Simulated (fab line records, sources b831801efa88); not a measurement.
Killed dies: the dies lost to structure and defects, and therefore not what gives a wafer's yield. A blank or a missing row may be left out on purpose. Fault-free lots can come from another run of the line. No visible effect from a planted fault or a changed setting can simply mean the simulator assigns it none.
Struck lot and sound lot, side by side :: flow sky130 :: 17 out of 708 route steps
Sound: wafers L160.2, L160.5, L160.6. Struck: wafer L158.2. (L158.4, L158.5 of the same lot were not struck and are left out.) The cause comes at the end.
For every step that has rows: the tool of each side, followed by ch and its chambers, followed by its first start. Under that, the readings that differ: sound wafers :: struck wafers :: difference of the means :: sigmas: that difference in standard deviations of wafers without a fault.
alike: words and numbers the same on both sides, and readings whose means are apart by under 2 such deviations; not compared: readings that were withheld, readings missing a value for some wafer, numbers with overlapping values and no deviation given by the record, and bounds like >300 which may hide the same value.
Wherever a step has rows on one side only, a row that says differs or no value, or a row with sigmas, the two part there. Numbers that don't overlap but have no deviation are shown without sigmas and don't part them. Lack of a reading on every wafer of one side parts them only where that side has two or more wafers.

first, 3 steps without rows for these wafers: SKY_VIA1_EXPOSE_09 (exposes mask VIM, target cd 150 nm); SKY_VIA1_PEB_10; SKY_VIA1_DEVELOP_11 (develop time 60 s).
SKY_VIA1_CD_MEAS_12: the cd target is 150 nm.
  sound: cdSem-02 at day 37 20:53; struck: cdSem-02 at day 37 01:08
reading: cdNm (nm)
sound: 147.5 149.5 147.6
struck: 152.8
difference: +4.6
sigmas: +3
SKY_VIA1_OVL_MEAS_13:
  sound: overlay-01 at day 37 20:59; struck: overlay-01 at day 37 01:14
  alike: VIA1_OVL
SKY_VIA1_ETCH_14: etches BARC in N2/H2, stops on SiO2, time 45.9 s, target depth 60 nm.
  sound on rieDiel-03 ch 1,2, day 37 21:01; struck on rieDiel-03 ch 1, day 37 01:16
reading: oesProductAu (a.u.)
sound: 0.860 0.851 0.864
struck: 0.842
difference: -0.016
sigmas: -3
  alike: biasW, drypumpMotorCurrentA, throttleValvePct
  not compared: rfHoursCounterH
SKY_VIA1_ETCH_15: etches SiO2 in C4F8/O2/Ar, stops on TiN, target depth 351 nm, time 54 s.
  sound on rieDiel-03 ch 1,2, day 37 21:04; struck on rieDiel-03 ch 1, day 37 01:19
  alike: biasW, oesProductAu
  not compared: rfHoursCounterH
SKY_VIA1_STRIP_16: strips in O2/N2.
  sound on plasmaAsher-03 ch 0,1, day 37 21:06; struck on plasmaAsher-03 ch 1, day 37 01:21
  alike: drypumpMotorCurrentA, oesProductAu, stripTimeToEndpointS
  not compared: rfHoursCounterH
then, 3 steps without rows for these wafers: SKY_VIA1_STRIP_17 (strips in post etch residue remover, time 1200 s); SKY_VIA1_CLEAN_18 (cleans in IPA, time 180 s); SKY_VIA1_CLEAN_19 (cleans in O3/DIW).
SKY_VIA1_SPUTTER_20: material TiN, target thk 20 nm, time 80 s.
  sound: pvdSputter-01 at day 37 23:00; struck: pvdSputter-01 at day 37 01:57
  alike: throttleValvePct
SKY_VIA1_CVD_21: deposits W, target thk 270 nm, time 80.902 s.
  sound on cvdW-02 ch 0,1, day 37 23:04; struck on cvdW-01 ch 0, day 37 02:01
reading: model.W_of_VIA1_CVD_21.thkNm (nm)
sound: 271.2 271.3 271
struck: 256.7
difference: -14.5
sigmas: 
  alike: heaterPowerW
SKY_VIA1_RS_MEAS_22: measures by four-point-probe.
  sound: filmMetro-01 at day 37 23:11; struck: filmMetro-02 at day 37 02:25
reading: VIA1_W_RS (ohm/sq)
sound: 0.426 0.425 0.425
struck: 0.448
difference: +0.023
sigmas: +6
  not compared: hold
SKY_VIA1_THK_MEAS_23: measures by xrf.
  sound: filmMetro-01 at day 37 23:17; struck: filmMetro-02 at day 37 03:59
reading: VIA1_W_THK (nm)
sound: 266.8 267.2 266.5
struck: 254.9
difference: -11.9
sigmas: -4
  not compared: hold
SKY_VIA1_CMP_24: polishes, stops on SiO2, t overpolish 15 s, target thk 0 nm.
  sound on cmp-02 ch 0,1,3, day 37 23:29; struck on cmp-02 ch 3, day 37 08:38
reading: hold
sound: - - -
struck: awaitDispo/4.6h/release
difference: no value on the sound wafers
sigmas: 
  alike: edgeZonePressureFrac, motorCurrentA, platenRpm
-- the record jumps here: 11 days lie between the struck wafers' starts before and after (it left off in module VIA1 and takes up again in module PAD_OPEN, whose first step shown is number 708 of the route) --
SKY_PAD_OPEN_PROBE_99:
  sound: prober-02 at day 48 18:49; struck: prober-02 at day 48 04:07
reading: killedOpen
sound: 39 32 50
struck: 52
difference: +12
sigmas: +2
  alike: defectLimitedYield, killed_at_M0_to_M3, killed_at_M4_up, killedAtContacts, killedAtFrontEnd, killedAtOther, killedDies, killedShort, sort_bin_3_pad_short, sort_bin_5_function, sort_bin_6_memory, sortNPass, sortYieldPct

## WHERE THEY PART
Last at SKY_PAD_OPEN_PROBE_99 as far as this record goes, first at SKY_VIA1_CD_MEAS_12.

WHY: what had been put in by the simulator
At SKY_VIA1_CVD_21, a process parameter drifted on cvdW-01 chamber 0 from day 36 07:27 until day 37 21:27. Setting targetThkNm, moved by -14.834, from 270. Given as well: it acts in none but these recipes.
